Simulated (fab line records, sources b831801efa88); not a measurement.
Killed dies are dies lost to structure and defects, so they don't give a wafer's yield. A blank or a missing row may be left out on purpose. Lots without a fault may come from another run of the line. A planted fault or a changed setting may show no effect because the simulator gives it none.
A struck lot beside a sound one | flow sky130 | 17 steps out of a route of 708
Sound: wafers L688.1, L688.3, L688.5. Struck: wafer L685.5. (L685.1 of the same lot was not struck and is left out.) The cause comes at the end.
At each step with rows: each side's tool, then ch and its chambers, then its first start. Under that, the readings that differ: sound wafers | struck wafers | difference of the means | sigmas: that difference in standard deviations of wafers without a fault.
alike: readings whose means differ by less than 2 such deviations, and words and numbers that are the same on both sides. not compared: withheld readings, readings that some wafer has no value for, bounds like >300 that may hide the same value, and numbers for which the record gives no deviation and whose values overlap.
The two part at a step that has a row with sigmas, a row that says differs or no value, or rows on one side only. Numbers that don't overlap but have no deviation are shown without sigmas and don't part them. A reading that every wafer of one side lacks parts them only if that side has two wafers or more.

first, 1 step without rows for these wafers: SKY_VT_ADJUST_NCORE_IMPLANT_09.
SKY_VT_ADJUST_NCORE_STRIP_10: strips in O2/N2.
  sound on plasma_asher-01 ch 0,1, day 14 12:58; struck on plasma_asher-04 ch 0, day 13 11:48
  alike: drypump_motor_current_A, o2_flow_sccm, oes_product_au, strip_time_to_endpoint_s
  not compared: rf_hours_counter_h
SKY_VT_ADJUST_NCORE_TW_MEAS_11:
  sound on film_metro-01, day 14 13:04; struck on film_metro-01, day 13 11:54
  alike: VT_ADJUST_NCORE_TW
then, 7 steps without rows for these wafers: SKY_VT_ADJUST_HVTR_DEHYDRATE_00 (time 60 s); SKY_VT_ADJUST_HVTR_HMDS_01 (prime time 60 s); SKY_VT_ADJUST_HVTR_COAT_02 (resist thk 1140 nm); SKY_VT_ADJUST_HVTR_SOFTBAKE_03 (time 60 s); SKY_VT_ADJUST_HVTR_EXPOSE_04 (exposes mask HVTRM, target cd 380 nm); SKY_VT_ADJUST_HVTR_PEB_05; SKY_VT_ADJUST_HVTR_DEVELOP_06 (develop time 60 s).
SKY_VT_ADJUST_HVTR_CD_MEAS_07: target cd 380 nm.
  sound on cd_sem-01, day 15 15:32; struck on cd_sem-01, day 14 13:06
  alike: cd_nm
SKY_VT_ADJUST_HVTR_OVL_MEAS_08:
  sound on overlay-01, day 15 15:39; struck on overlay-01, day 14 13:13
  alike: VT_ADJUST_HVTR_OVL
SKY_VT_ADJUST_HVTR_IMPLANT_09:
  sound on implanter-04 ch 0, day 15 15:41; struck on implanter-03 ch 0, day 14 13:15
  reading            | sound             | struck | difference | sigmas
  beam_on_s (s)      | 9.73 9.70 10.32   | 8.50   | -1.42      | -7
  faraday_current_uA | 12.19 12.19 11.50 | 13.94  | +1.98      | +8
SKY_VT_ADJUST_HVTR_STRIP_10: strips in O2/N2.
  sound on plasma_asher-04 ch 0,1, day 15 15:50; struck on plasma_asher-02 ch 0, day 14 13:24
  alike: drypump_motor_current_A, o2_flow_sccm, oes_product_au, strip_time_to_endpoint_s
  not compared: rf_hours_counter_h
SKY_VT_ADJUST_HVTR_TW_MEAS_11:
  sound on film_metro-03, day 15 15:56; struck on film_metro-02, day 14 13:30
  reading           | sound             | struck | difference | sigmas
  VT_ADJUST_HVTR_TW | 211.8 210.8 212.8 | 196.7  | -15.1      | -9
then, 1 step without rows for these wafers: SKY_VT_ADJUST_PCH_DEHYDRATE_00 (time 60 s).
-- the record jumps here: 35 days lie between the struck wafers' starts before and after (it left off in module VT_ADJUST_PCH and takes up again in module PAD_OPEN, whose first step shown is number 708 of the route) --
SKY_PAD_OPEN_PROBE_99:
  sound on prober-02, day 50 11:08; struck on prober-01, day 50 00:20
  reading                                  | sound                  | struck  | difference | sigmas
  killed_at_M4_up                          | 3 7 6                  | 1       | -4         | -3
  killed_at_front_end                      | 22 24 14               | 9       | -11        | -3
  killed_open                              | 56 45 51               | 35      | -16        | -2
  model.etest.pfet_01v8_mvt.drive_ua_um    | 153.1 154.5 154.3      | 141.6   | -12.4      |
  model.etest.pfet_01v8_mvt.off_log10_a_um | -10.59 -10.45 -10.55   | -11.71  | -1.18      |
  model.etest.pfet_01v8_mvt.vt_sat_v (V)   | -0.5584 -0.5525 -0.551 | -0.6409 | -0.0869    |
  model.etest.pfet_01v8_mvt.vt_v (V)       | -0.6514 -0.646 -0.6466 | -0.7163 | -0.0683    |
  model.etest.pfet_01v8_mvt.vt_long_v (V)  | -0.866 -0.8605 -0.8591 | -0.9152 | -0.0533    |
  alike: killed_at_M0_to_M3, killed_at_contacts, killed_at_other, killed_dies, killed_short

WHERE THEY PART
First at SKY_VT_ADJUST_HVTR_IMPLANT_09; last, within this record, at SKY_PAD_OPEN_PROBE_99.

WHY: what the simulator had put in
Process parameter drift: implanter-03, from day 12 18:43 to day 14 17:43, at SKY_VT_ADJUST_HVTR_IMPLANT_09. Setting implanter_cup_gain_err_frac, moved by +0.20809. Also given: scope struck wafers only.
